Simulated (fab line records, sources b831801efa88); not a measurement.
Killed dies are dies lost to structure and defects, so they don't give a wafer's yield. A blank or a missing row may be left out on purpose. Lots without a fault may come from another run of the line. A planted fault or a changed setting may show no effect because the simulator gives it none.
Chamber matching | flow gf180mcu | GF_V2_CMP_26 on cmp-01: 4 sister chambers
The step polishes, stops on SiO2, t overpolish 15 s, target thk 0 nm. 8 wafers are shown with their chamber, then 9 later ones without.

WAFERS WITH THEIR CHAMBER
wafer  | chamber | motor_current_A (A) | time_to_endpoint_s (s)
L418.3 | 2       | 10.2                | 87
L419.2 | 2       | 10.1                | 86
L419.4 | 1       | 11.0                | 78
L420.1 | 0       | 10.6                | 88
L420.3 | 1       | 11.4                | 80
L420.6 | 3       | 12.4                | 81
L421.2 | 0       | 10.2                | 84
L421.5 | 3       | 12.0                | 83

WAFERS WITHOUT THEIR CHAMBER
wafer  | motor_current_A (A) | time_to_endpoint_s (s)
L421.6 | 10.2                | 84
L423.1 | 11.9                | 85
L423.4 | 11.2                | 79
L423.6 | 10.5                | 84
L425.1 | 10.8                | 88
L425.4 | 12.5                | 87
L425.5 | 10.7                | 91
L426.1 | 12.2                | 83
L428.2 | 11.9                | 90

WHICH CHAMBER EACH WENT THROUGH
wafer  | from the rows above     | in truth
L421.6 | can't be placed: 0 or 2 | 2
L423.1 | 3                       | 3
L423.4 | 1                       | 1
L423.6 | can't be placed: 0 or 2 | 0
L425.1 | can't be placed: 0 or 2 | 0
L425.4 | 3                       | 3
L425.5 | can't be placed: 0 or 2 | 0
L426.1 | 3                       | 3
L428.2 | can't be placed: 3 or 0 | 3
Placed correctly: 4 of 9. Can't be placed from these rows: 5 (the true chamber is among the candidates in 5). Placed wrongly: 0.
How it was worked out, from the rows above alone: a wafer's distance from a chamber is the root of the sum, over the readings, of the square of ((its reading less the chamber's mean) divided by the reading's scatter). The wafer belongs to the nearest chamber; if the next one is less than 2 further off, it can't be placed. A chamber's mean is the mean of its shown wafers. The scatter: the root of (the sum of the squares of (reading less its chamber's mean) over the shown wafers, divided by (wafers less chambers)).
